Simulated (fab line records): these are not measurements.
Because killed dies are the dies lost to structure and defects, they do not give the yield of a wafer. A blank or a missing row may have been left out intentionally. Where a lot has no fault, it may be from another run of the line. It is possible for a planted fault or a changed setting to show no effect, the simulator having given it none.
fab line records ; flow gf180mcu
record lots=24; wafers=72; last-day=34
route steps=602 shown HV_LDD@184 CONTACT@288 M1@321 MIM@506 V5@542
lots with no fault: from the same line, run without faults
start-h: hours from the record's first day to the start of the lot's first wafer shown ; wait-h: hours from the lot's prior step to this one ; " same as the row above ; L1.1+2: a row that stands for several wafers ; - no value present, or no start provided ; * or withheld: withheld ; < > ~ a bound
route shown NAME@n: NAME is a module with steps in the file, n the number in the route of the first one ; usual: mean/standard deviation taken from wafers without a fault ; same: alike in all rows ; chamber/n: place in a boat ; sites: per-site readings ; _std_site: the standard deviation of these ; _edge_site: outer sites' mean less inner sites' ; radius-mm: how far each site lies from the wafer's centre ; mask NAME#n: copy n ; behind: tool/chamber where the wafer was last shaped ; hold: what put the lot on hold/how long, in hours/how the hold closed ; device: whichever transistor did not switch (one of n, p or np) ; end of line: the tests these same wafers got at the end of their route ; a step with no rows: only its recipe ; killed: dies that structure and defects cost at the first sort, which is not the same as the wafer's yield ; map: shows each die of a wafer: x if killed, . if not, _ if none is there
set.NAME: the setting that was run; set.NAME@STEP: the one run at that earlier step ; model.NAME: the simulator's own value behind a step, which no gauge read
route steps across a sampled set of lots; one table per step, one row per wafer
services: when a tool's chamber went out of use (start-h, in hours from the record's first day, below 0 if earlier), for how many hours, and the reason
## steps
# step GF_HV_LDD_OVL_MEAS_08
# usual HV_LDD_OVL=1.1/1.3
lot.wafer;tool;chamber;start-h;wait-h;HV_LDD_OVL[nm]
L074.3;overlay-02;-;222.36;0.1;0.6
L074.4;overlay-02;-;222.36;0.1;2.4
L074.6;overlay-02;-;222.36;0.1;0.7
L075.1;overlay-01;-;227.99;0.1;0.0
L075.2;overlay-01;-;227.99;0.1;-0.4
L075.3;overlay-01;-;227.99;0.1;-0.3
L076.2;overlay-02;-;238.19;0.1;0.9
L076.5;overlay-02;-;238.19;0.1;0.9
L076.6;overlay-02;-;238.19;0.1;0.2
L077.2;overlay-02;-;238.67;0.1;3.0
L077.3;overlay-02;-;238.67;0.1;3.5
L077.5;overlay-02;-;238.67;0.1;3.2
L078.1;overlay-01;-;243.54;0.1;0.9
L078.3;overlay-01;-;243.54;0.1;1.7
L078.4;overlay-01;-;243.54;0.1;3.1
L079.4;overlay-02;-;250.96;0.1;1.9
L079.5;overlay-02;-;250.96;0.1;2.0
L079.6;overlay-02;-;250.96;0.1;1.2
L080.2;overlay-01;-;256.09;0.1;0.9
L080.4;overlay-01;-;256.09;0.1;-0.1
L080.5;overlay-01;-;256.09;0.1;-0.2
L081.1;overlay-01;-;268.34;0.1;2.6
L081.2;overlay-01;-;268.34;0.1;1.4
L081.6;overlay-01;-;268.34;0.1;2.4
L082.1;overlay-02;-;278.14;0.1;-0.2
L082.4;overlay-02;-;278.14;0.1;2.6
L082.5;overlay-02;-;278.14;0.1;1.6
L083.1;overlay-02;-;282.41;0.1;2.9
L083.2;overlay-02;-;282.41;0.1;2.3
L083.4;overlay-02;-;282.41;0.1;2.1
L084.1;overlay-01;-;289.99;0.1;1.4
L084.4;overlay-01;-;289.99;0.1;-0.3
L084.5;overlay-01;-;289.99;0.1;0.5
L085.2;overlay-01;-;298.95;0.1;-0.6
L085.4;overlay-01;-;298.95;0.1;-0.9
L085.5;overlay-01;-;298.95;0.1;-0.8
L086.1;overlay-01;-;309.59;0.1;0.7
L086.2;overlay-01;-;309.59;0.1;0.7
L086.6;overlay-01;-;309.59;0.1;0.8
L087.2;overlay-02;-;321.14;0.1;1.9
L087.4;overlay-02;-;321.14;0.1;4.2
L087.6;overlay-02;-;321.14;0.1;1.2
L088.1;overlay-02;-;325.34;0.1;1.1
L088.3;overlay-02;-;325.34;0.1;-1.7
L088.5;overlay-02;-;325.34;0.1;0.7
L089.2;overlay-02;-;327.60;0.1;-1.1
L089.4;overlay-02;-;327.60;0.1;-0.2
L089.5;overlay-02;-;327.60;0.1;-0.5
L090.1;overlay-01;-;340.51;0.1;1.0
L090.4;overlay-01;-;340.51;0.1;0.0
L090.5;overlay-01;-;340.51;0.1;1.1
L091.1;overlay-01;-;344.26;0.1;0.1
L091.3;overlay-01;-;344.26;0.1;0.8
L091.6;overlay-01;-;344.26;0.1;0.1
L092.1;overlay-01;-;352.24;0.1;0.0
L092.4;overlay-01;-;352.24;0.1;0.4
L092.5;overlay-01;-;352.24;0.1;1.1
L093.2;overlay-01;-;355.69;0.1;2.3
L093.3;overlay-01;-;355.69;0.1;3.5
L093.4;overlay-01;-;355.69;0.1;2.9
L094.1;overlay-02;-;364.83;0.1;0.7
L094.5;overlay-02;-;364.83;0.1;-0.4
L094.6;overlay-02;-;364.83;0.1;-1.0
L095.2;overlay-01;-;371.45;0.1;-0.4
L095.4;overlay-01;-;371.45;0.1;1.2
L095.5;overlay-01;-;371.45;0.1;-1.1
L096.2;overlay-02;-;378.94;0.1;1.4
L096.4;overlay-02;-;378.94;0.1;1.6
L096.5;overlay-02;-;378.94;0.1;0.9
L097.3;overlay-02;-;386.35;0.1;3.1
L097.4;overlay-02;-;386.35;0.1;1.6
L097.5;overlay-02;-;386.35;0.1;3.2
# step GF_CONTACT_THK_MEAS_01
# recipe reads=SiO2_of_CONTACT_CVD_00
# usual CONTACT_CVD_00_THK=300/3.1
lot.wafer;tool;chamber;start-h;wait-h;CONTACT_CVD_00_THK[nm]
L074.3;film-metro-03;-;347.21;0.0;298
L074.4;film-metro-03;-;347.21;0.0;303
L074.6;film-metro-03;-;347.21;0.0;305
L075.1;film-metro-03;-;354.16;0.0;299
L075.2;film-metro-03;-;354.16;0.0;303
L075.3;film-metro-03;-;354.16;0.0;300
L076.2;film-metro-01;-;364.91;0.0;301
L076.5;film-metro-01;-;364.91;0.0;303
L076.6;film-metro-01;-;364.91;0.0;301
L077.2;film-metro-02;-;367.91;0.0;300
L077.3;film-metro-02;-;367.91;0.0;299
L077.5;film-metro-02;-;367.91;0.0;300
L078.1;film-metro-02;-;372.69;0.0;301
L078.3;film-metro-02;-;372.69;0.0;307
L078.4;film-metro-02;-;372.69;0.0;302
L079.4;film-metro-03;-;381.25;0.1;303
L079.5;film-metro-03;-;381.25;0.1;303
L079.6;film-metro-03;-;381.25;0.1;304
L080.2;film-metro-01;-;386.08;0.1;299
L080.4;film-metro-01;-;386.08;0.1;300
L080.5;film-metro-01;-;386.08;0.1;303
L081.1;film-metro-03;-;403.13;0.1;300
L081.2;film-metro-03;-;403.13;0.1;298
L081.6;film-metro-03;-;403.13;0.1;295
L082.1;film-metro-01;-;413.13;0.0;302
L082.4;film-metro-01;-;413.13;0.0;301
L082.5;film-metro-01;-;413.13;0.0;300
L083.1;film-metro-02;-;418.03;0.0;301
L083.2;film-metro-02;-;418.03;0.0;301
L083.4;film-metro-02;-;418.03;0.0;297
L084.1;film-metro-02;-;428.18;0.0;299
L084.4;film-metro-02;-;428.18;0.0;299
L084.5;film-metro-02;-;428.18;0.0;300
L085.2;film-metro-03;-;435.95;0.0;303
L085.4;film-metro-03;-;435.95;0.0;309
L085.5;film-metro-03;-;435.95;0.0;302
L086.1;film-metro-03;-;449.62;0.0;300
L086.2;film-metro-03;-;449.62;0.0;298
L086.6;film-metro-03;-;449.62;0.0;298
L087.2;film-metro-03;-;462.46;0.0;302
L087.4;film-metro-03;-;462.46;0.0;307
L087.6;film-metro-03;-;462.46;0.0;300
L088.1;film-metro-03;-;469.35;0.0;300
L088.3;film-metro-03;-;469.35;0.0;296
L088.5;film-metro-03;-;469.35;0.0;302
L089.2;film-metro-01;-;472.02;0.0;301
L089.4;film-metro-01;-;472.02;0.0;303
L089.5;film-metro-01;-;472.02;0.0;301
L090.1;film-metro-03;-;483.77;0.0;297
L090.4;film-metro-03;-;483.77;0.0;298
L090.5;film-metro-03;-;483.77;0.0;296
L091.1;film-metro-02;-;491.48;0.0;299
L091.3;film-metro-02;-;491.48;0.0;295
L091.6;film-metro-02;-;491.48;0.0;293
L092.1;film-metro-01;-;500.18;0.0;299
L092.4;film-metro-01;-;500.18;0.0;298
L092.5;film-metro-01;-;500.18;0.0;302
L093.2;film-metro-01;-;503.21;0.0;302
L093.3;film-metro-01;-;503.21;0.0;306
L093.4;film-metro-01;-;503.21;0.0;302
L094.1;film-metro-03;-;509.73;0.0;295
L094.5;film-metro-03;-;509.73;0.0;299
L094.6;film-metro-03;-;509.73;0.0;296
L095.2;film-metro-02;-;517.09;0.0;297
L095.4;film-metro-02;-;517.09;0.0;300
L095.5;film-metro-02;-;517.09;0.0;299
L096.2;film-metro-01;-;527.35;0.0;306
L096.4;film-metro-01;-;527.35;0.0;301
L096.5;film-metro-01;-;527.35;0.0;301
L097.3;film-metro-02;-;532.82;0.0;300
L097.4;film-metro-02;-;532.82;0.0;301
L097.5;film-metro-02;-;532.82;0.0;301
# step GF_M1_THK_MEAS_06
# recipe thk-meas-gauge=xrf; reads=AlCu_of_M1_SPUTTER_02
# usual M1_ALCU_THK=448/5.4
lot.wafer;tool;chamber;start-h;wait-h;M1_ALCU_THK[nm]
L074.3;film-metro-01;-;370.78;0.1;460
L074.4;film-metro-01;-;370.78;0.1;455
L074.6;film-metro-01;-;370.78;0.1;455
L075.1;film-metro-03;-;378.32;0.1;443
L075.2;film-metro-03;-;378.32;0.1;446
L075.3;film-metro-03;-;378.32;0.1;443
L076.2;film-metro-03;-;389.54;0.1;445
L076.5;film-metro-03;-;389.54;0.1;442
L076.6;film-metro-03;-;389.54;0.1;448
L077.2;film-metro-04;-;393.21;0.1;448
L077.3;film-metro-04;-;393.21;0.1;449
L077.5;film-metro-04;-;393.21;0.1;454
L078.1;film-metro-03;-;396.43;0.1;445
L078.3;film-metro-03;-;396.43;0.1;441
L078.4;film-metro-03;-;396.43;0.1;443
L079.4;film-metro-03;-;405.01;0.1;456
L079.5;film-metro-03;-;405.01;0.1;455
L079.6;film-metro-03;-;405.01;0.1;454
L080.2;film-metro-01;-;410.33;0.1;452
L080.4;film-metro-01;-;410.33;0.1;453
L080.5;film-metro-01;-;410.33;0.1;449
L081.1;film-metro-01;-;429.84;0.1;452
L081.2;film-metro-01;-;429.84;0.1;459
L081.6;film-metro-01;-;429.84;0.1;455
L082.1;film-metro-03;-;439.91;0.1;447
L082.4;film-metro-03;-;439.91;0.1;441
L082.5;film-metro-03;-;439.91;0.1;445
L083.1;film-metro-04;-;444.96;0.1;440
L083.2;film-metro-04;-;444.96;0.1;446
L083.4;film-metro-04;-;444.96;0.1;444
L084.1;film-metro-01;-;455.08;0.1;461
L084.4;film-metro-01;-;455.08;0.1;458
L084.5;film-metro-01;-;455.08;0.1;455
L085.2;film-metro-03;-;462.09;0.1;448
L085.4;film-metro-03;-;462.09;0.1;452
L085.5;film-metro-03;-;462.09;0.1;447
L086.1;film-metro-03;-;475.17;0.1;450
L086.2;film-metro-03;-;475.17;0.1;446
L086.6;film-metro-03;-;475.17;0.1;445
L087.2;film-metro-01;-;488.48;0.1;449
L087.4;film-metro-01;-;488.48;0.1;444
L087.6;film-metro-01;-;488.48;0.1;447
L088.1;film-metro-04;-;495.26;0.1;449
L088.3;film-metro-04;-;495.26;0.1;444
L088.5;film-metro-04;-;495.26;0.1;448
L089.2;film-metro-01;-;498.71;0.1;442
L089.4;film-metro-01;-;498.71;0.1;443
L089.5;film-metro-01;-;498.71;0.1;440
L090.1;film-metro-01;-;509.51;0.1;447
L090.4;film-metro-01;-;509.51;0.1;438
L090.5;film-metro-01;-;509.51;0.1;450
L091.1;film-metro-01;-;517.21;0.1;450
L091.3;film-metro-01;-;517.21;0.1;440
L091.6;film-metro-01;-;517.21;0.1;446
L092.1;film-metro-01;-;525.27;0.1;454
L092.4;film-metro-01;-;525.27;0.1;449
L092.5;film-metro-01;-;525.27;0.1;444
L093.2;film-metro-03;-;528.48;0.1;446
L093.3;film-metro-03;-;528.48;0.1;448
L093.4;film-metro-03;-;528.48;0.1;449
L094.1;film-metro-04;-;534.90;0.1;452
L094.5;film-metro-04;-;534.90;0.1;452
L094.6;film-metro-04;-;534.90;0.1;446
L095.2;film-metro-01;-;541.46;0.1;440
L095.4;film-metro-01;-;541.46;0.1;440
L095.5;film-metro-01;-;541.46;0.1;440
L096.2;film-metro-03;-;551.94;0.1;445
L096.4;film-metro-03;-;551.94;0.1;447
L096.5;film-metro-03;-;551.94;0.1;448
L097.3;film-metro-04;-;557.52;0.1;455
L097.4;film-metro-04;-;557.52;0.1;452
L097.5;film-metro-04;-;557.52;0.1;449
# step GF_MIM_SPUTTER_03
# recipe material=Ti; target-thk-nm=10; substrate-temp-c=300; chamber-pressure-pa=0.3; power-w=3000; time-s=6.7
# usual throttle-valve-pct=30.1/0.97
lot.wafer;tool;chamber;start-h;wait-h;throttle-valve-pct
L074.3;pvd-sputter-01;-;568.23;0.0;29.5
L074.4;pvd-sputter-01;-;568.23;0.0;29.2
L074.6;pvd-sputter-01;-;568.23;0.0;29.1
L075.1;pvd-sputter-02;-;576.98;0.0;31.2
L075.2;pvd-sputter-02;-;576.98;0.0;30.2
L075.3;pvd-sputter-02;-;576.98;0.0;30.6
L076.2;pvd-sputter-01;-;587.30;0.0;31.5
L076.5;pvd-sputter-01;-;587.30;0.0;29.4
L076.6;pvd-sputter-01;-;587.30;0.0;31.7
L077.2;pvd-sputter-04;-;589.89;0.0;30.1
L077.3;pvd-sputter-04;-;589.89;0.0;28.7
L077.5;pvd-sputter-04;-;589.89;0.0;28.7
L078.1;pvd-sputter-01;-;593.46;0.0;29.4
L078.3;pvd-sputter-01;-;593.46;0.0;28.7
L078.4;pvd-sputter-01;-;593.46;0.0;31.5
L079.4;pvd-sputter-01;-;600.76;0.0;28.9
L079.5;pvd-sputter-01;-;600.76;0.0;29.2
L079.6;pvd-sputter-01;-;600.76;0.0;29.5
L080.2;pvd-sputter-01;-;605.79;0.0;29.5
L080.4;pvd-sputter-01;-;605.79;0.0;31.6
L080.5;pvd-sputter-01;-;605.79;0.0;29.1
L081.1;pvd-sputter-02;-;624.27;0.0;30.0
L081.2;pvd-sputter-02;-;624.27;0.0;31.2
L081.6;pvd-sputter-02;-;624.27;0.0;31.3
L082.1;pvd-sputter-04;-;632.04;0.0;30.2
L082.4;pvd-sputter-04;-;632.04;0.0;31.5
L082.5;pvd-sputter-04;-;632.04;0.0;29.4
L083.1;pvd-sputter-01;-;636.39;0.0;31.6
L083.2;pvd-sputter-01;-;636.39;0.0;28.9
L083.4;pvd-sputter-01;-;636.39;0.0;29.2
L084.1;pvd-sputter-02;-;644.86;0.0;30.6
L084.4;pvd-sputter-02;-;644.86;0.0;29.9
L084.5;pvd-sputter-02;-;644.86;0.0;30.1
L085.2;pvd-sputter-04;-;651.02;0.0;31.7
L085.4;pvd-sputter-04;-;651.02;0.0;30.3
L085.5;pvd-sputter-04;-;651.02;0.0;31.7
L086.1;pvd-sputter-02;-;661.49;0.0;30.4
L086.2;pvd-sputter-02;-;661.49;0.0;30.8
L086.6;pvd-sputter-02;-;661.49;0.0;31.1
L087.2;pvd-sputter-04;-;670.85;0.0;29.4
L087.4;pvd-sputter-04;-;670.85;0.0;28.7
L087.6;pvd-sputter-04;-;670.85;0.0;30.1
L088.1;pvd-sputter-01;-;678.42;0.0;29.3
L088.3;pvd-sputter-01;-;678.42;0.0;28.6
L088.5;pvd-sputter-01;-;678.42;0.0;31.4
L089.2;pvd-sputter-04;-;680.91;0.0;31.6
L089.4;pvd-sputter-04;-;680.91;0.0;29.6
L089.5;pvd-sputter-04;-;680.91;0.0;28.9
L090.1;pvd-sputter-01;-;688.39;0.0;31.5
L090.4;pvd-sputter-01;-;688.39;0.0;29.1
L090.5;pvd-sputter-01;-;688.39;0.0;29.1
L091.1;pvd-sputter-01;-;697.02;0.0;29.0
L091.3;pvd-sputter-01;-;697.02;0.0;29.2
L091.6;pvd-sputter-01;-;697.02;0.0;29.4
L092.1;pvd-sputter-02;-;701.51;0.0;30.1
L092.4;pvd-sputter-02;-;701.51;0.0;30.0
L092.5;pvd-sputter-02;-;701.51;0.0;30.5
L093.2;pvd-sputter-01;-;704.96;0.0;29.3
L093.3;pvd-sputter-01;-;704.96;0.0;29.3
L093.4;pvd-sputter-01;-;704.96;0.0;28.8
L094.1;pvd-sputter-02;-;710.63;0.0;30.8
L094.5;pvd-sputter-02;-;710.63;0.0;30.7
L094.6;pvd-sputter-02;-;710.63;0.0;30.6
L095.2;pvd-sputter-04;-;716.20;0.0;29.9
L095.4;pvd-sputter-04;-;716.20;0.0;31.7
L095.5;pvd-sputter-04;-;716.20;0.0;28.9
L096.2;pvd-sputter-02;-;725.56;0.0;30.1
L096.4;pvd-sputter-02;-;725.56;0.0;30.9
L096.5;pvd-sputter-02;-;725.56;0.0;31.3
L097.3;pvd-sputter-02;-;726.83;0.0;30.9
L097.4;pvd-sputter-02;-;726.83;0.0;31.1
L097.5;pvd-sputter-02;-;726.83;0.0;30.8
# step GF_V5_CVD_02
# recipe material=SiO2; target-thk-nm=1450; precursor=TEOS; temp-c=400; time-s=163.28; rf-w=600
# usual heater-power-w=688/98; rf-fwd-power-W=597.6/2
lot.wafer;tool;chamber;start-h;wait-h;heater-power-w;rf-fwd-power-W
L074.3;pecvd-04;0;612.80;0.0;627;597.4
L074.4;pecvd-04;1;612.80;0.0;847;595.0
L074.6;pecvd-04;2;612.80;0.0;781;600.0
L075.1;pecvd-01;1;619.97;0.1;696;599.4
L075.2;pecvd-01;2;619.97;0.1;610;599.3
L075.3;pecvd-01;0;619.97;0.1;819;600.4
L076.2;pecvd-01;1;630.38;0.0;756;599.0
L076.5;pecvd-01;1;630.38;0.0;599;596.9
L076.6;pecvd-01;0;630.38;0.0;662;599.0
L077.2;pecvd-01;0;633.74;0.0;725;595.6
L077.3;pecvd-01;2;633.74;0.0;589;595.4
L077.5;pecvd-01;1;633.74;0.0;608;598.2
L078.1;pecvd-02;1;636.09;0.1;706;601.7
L078.3;pecvd-02;2;636.09;0.1;537;598.1
L078.4;pecvd-02;0;636.09;0.1;614;594.6
L079.4;pecvd-02;0;643.42;0.1;774;601.0
L079.5;pecvd-02;2;643.42;0.1;560;600.1
L079.6;pecvd-02;1;643.42;0.1;813;599.2
L080.2;pecvd-04;0;647.20;0.0;689;597.9
L080.4;pecvd-04;2;647.20;0.0;771;600.5
L080.5;pecvd-04;0;647.20;0.0;568;598.4
L081.1;pecvd-01;0;665.31;0.1;802;597.3
L081.2;pecvd-01;1;665.31;0.1;697;601.4
L081.6;pecvd-01;2;665.31;0.1;720;598.3
L082.1;pecvd-01;2;673.59;0.1;602;600.7
L082.4;pecvd-01;1;673.59;0.1;589;598.7
L082.5;pecvd-01;2;673.59;0.1;699;598.9
L083.1;pecvd-02;1;677.09;0.1;842;597.0
L083.2;pecvd-02;2;677.09;0.1;595;599.0
L083.4;pecvd-02;2;677.09;0.1;467;597.1
L084.1;pecvd-02;1;684.74;0.1;779;598.1
L084.4;pecvd-02;1;684.74;0.1;834;599.9
L084.5;pecvd-02;0;684.74;0.1;607;596.4
L085.2;pecvd-01;1;690.37;0.0;649;601.0
L085.4;pecvd-01;2;690.37;0.0;575;598.1
L085.5;pecvd-01;1;690.37;0.0;722;599.5
L086.1;pecvd-02;1;701.07;0.1;844;596.1
L086.2;pecvd-02;0;701.07;0.1;779;594.7
L086.6;pecvd-02;2;701.07;0.1;470;596.3
L087.2;pecvd-01;1;709.73;0.0;711;598.8
L087.4;pecvd-01;1;709.73;0.0;592;599.5
L087.6;pecvd-01;2;709.73;0.0;693;596.6
L088.1;pecvd-02;1;717.23;0.1;797;597.9
L088.3;pecvd-02;0;717.23;0.1;637;598.8
L088.5;pecvd-02;2;717.23;0.1;467;596.1
L089.2;pecvd-01;1;719.24;0.0;738;599.2
L089.4;pecvd-01;0;719.24;0.0;775;601.7
L089.5;pecvd-01;2;719.24;0.0;588;595.6
L090.1;pecvd-04;2;725.77;0.1;713;599.0
L090.4;pecvd-04;0;725.77;0.1;705;599.9
L090.5;pecvd-04;1;725.77;0.1;906;596.6
L091.1;pecvd-01;2;734.60;0.1;666;595.6
L091.3;pecvd-01;0;734.60;0.1;665;595.9
L091.6;pecvd-01;1;734.60;0.1;581;595.2
L092.1;pecvd-02;1;738.16;0.1;803;598.7
L092.4;pecvd-02;2;738.16;0.1;592;595.3
L092.5;pecvd-02;0;738.16;0.1;625;597.7
L093.2;pecvd-02;1;741.64;0.0;849;599.4
L093.3;pecvd-02;2;741.64;0.0;563;594.8
L093.4;pecvd-02;0;741.64;0.0;603;596.1
L094.1;pecvd-02;2;746.99;0.1;485;595.0
L094.5;pecvd-02;2;746.99;0.1;578;595.5
L094.6;pecvd-02;0;746.99;0.1;768;597.1
L095.2;pecvd-02;1;751.93;0.0;744;596.1
L095.4;pecvd-02;0;751.93;0.0;610;593.6
L095.5;pecvd-02;1;751.93;0.0;830;599.2
L096.2;pecvd-04;1;760.79;0.0;886;599.1
L096.4;pecvd-04;2;760.79;0.0;806;599.7
L096.5;pecvd-04;1;760.79;0.0;726;597.0
L097.3;pecvd-01;0;762.39;0.0;782;599.5
L097.4;pecvd-01;1;762.39;0.0;587;599.8
L097.5;pecvd-01;0;762.39;0.0;651;598.9
# step GF_V5_OVL_MEAS_15
# usual V5_OVL=1/6.6
lot.wafer;tool;chamber;start-h;wait-h;V5_OVL[nm]
L074.3;overlay-01;-;633.25;0.1;2
L074.4;overlay-01;-;633.25;0.1;10
L074.6;overlay-01;-;633.25;0.1;9
L075.1;overlay-02;-;640.46;0.1;1
L075.2;overlay-02;-;640.46;0.1;4
L075.3;overlay-02;-;640.46;0.1;13
L076.2;overlay-02;-;650.86;0.1;-7
L076.5;overlay-02;-;650.86;0.1;-11
L076.6;overlay-02;-;650.86;0.1;-5
L077.2;overlay-01;-;654.54;0.1;0
L077.3;overlay-01;-;654.54;0.1;5
L077.5;overlay-01;-;654.54;0.1;2
L078.1;overlay-01;-;656.19;0.1;3
L078.3;overlay-01;-;656.19;0.1;7
L078.4;overlay-01;-;656.19;0.1;5
L079.4;overlay-01;-;664.24;0.1;2
L079.5;overlay-01;-;664.24;0.1;-1
L079.6;overlay-01;-;664.24;0.1;0
L080.2;overlay-02;-;667.34;0.1;-1
L080.4;overlay-02;-;667.34;0.1;-7
L080.5;overlay-02;-;667.34;0.1;2
L081.1;overlay-02;-;685.14;0.1;4
L081.2;overlay-02;-;685.14;0.1;6
L081.6;overlay-02;-;685.14;0.1;3
L082.1;overlay-01;-;693.11;0.1;6
L082.4;overlay-01;-;693.11;0.1;3
L082.5;overlay-01;-;693.11;0.1;2
L083.1;overlay-02;-;696.39;0.1;-6
L083.2;overlay-02;-;696.39;0.1;0
L083.4;overlay-02;-;696.39;0.1;5
L084.1;overlay-01;-;704.49;0.1;-8
L084.4;overlay-01;-;704.49;0.1;-5
L084.5;overlay-01;-;704.49;0.1;-10
L085.2;overlay-02;-;709.27;0.1;-10
L085.4;overlay-02;-;709.27;0.1;-7
L085.5;overlay-02;-;709.27;0.1;-16
L086.1;overlay-02;-;719.56;0.1;-2
L086.2;overlay-02;-;719.56;0.1;-1
L086.6;overlay-02;-;719.56;0.1;0
L087.2;overlay-01;-;727.71;0.1;-7
L087.4;overlay-01;-;727.71;0.1;-7
L087.6;overlay-01;-;727.71;0.1;-4
L088.1;overlay-02;-;734.76;0.1;5
L088.3;overlay-02;-;734.76;0.1;8
L088.5;overlay-02;-;734.76;0.1;8
L089.2;overlay-02;-;737.71;0.1;-2
L089.4;overlay-02;-;737.71;0.1;-1
L089.5;overlay-02;-;737.71;0.1;-9
L090.1;overlay-01;-;743.66;0.1;-4
L090.4;overlay-01;-;743.66;0.1;1
L090.5;overlay-01;-;743.66;0.1;-4
L091.1;overlay-02;-;752.31;0.1;4
L091.3;overlay-02;-;752.31;0.1;9
L091.6;overlay-02;-;752.31;0.1;10
L092.1;overlay-02;-;754.36;0.1;11
L092.4;overlay-02;-;754.36;0.1;4
L092.5;overlay-02;-;754.36;0.1;11
L093.2;overlay-02;-;757.91;0.1;0
L093.3;overlay-02;-;757.91;0.1;0
L093.4;overlay-02;-;757.91;0.1;3
L094.1;overlay-02;-;766.46;0.1;-8
L094.5;overlay-02;-;766.46;0.1;-2
L094.6;overlay-02;-;766.46;0.1;5
L095.2;overlay-02;-;768.96;0.1;9
L095.4;overlay-02;-;768.96;0.1;2
L095.5;overlay-02;-;768.96;0.1;-1
L096.2;overlay-01;-;776.99;0.1;2
L096.4;overlay-01;-;776.99;0.1;5
L096.5;overlay-01;-;776.99;0.1;10
L097.3;overlay-01;-;778.55;0.1;-8
L097.4;overlay-01;-;778.55;0.1;-9
L097.5;overlay-01;-;778.55;0.1;-13
## services
tool;chamber;start-h;hours;kind
pvd-sputter-04;-;554.55;1.0;repair
pvd-sputter-02;-;569.67;5.2;repair
pecvd-04;-;577.03;0.3;repair
pecvd-04;-;591.12;14.0;pm
pvd-sputter-04;-;591.34;6.8;repair
pvd-sputter-02;-;591.91;5.1;repair
pecvd-01;-;602.97;0.8;repair
pvd-sputter-02;3;611.24;-;consumable-replace:kit
pvd-sputter-02;3;611.24;18.0;scheduled-down
pvd-sputter-02;3;611.24;18.0;vent-cycle
pvd-sputter-02;-;613.32;10.3;repair
pecvd-04;-;623.34;0.8;repair
pvd-sputter-01;3;639.15;-;consumable-replace:kit
pvd-sputter-01;3;639.15;18.0;scheduled-down
pvd-sputter-01;3;639.15;18.0;vent-cycle
pecvd-01;-;652.85;1.1;repair
pecvd-04;1;659.25;8.9;repair
pvd-sputter-04;-;674.35;1.9;repair
pecvd-04;-;687.33;1.1;repair
pvd-sputter-02;-;721.68;2.7;repair
pecvd-01;0;737.21;18.5;repair
pecvd-01;2;742.88;4.8;repair
pecvd-02;-;743.25;2.6;repair
pvd-sputter-01;-;762.38;2.9;repair
## key
fault none
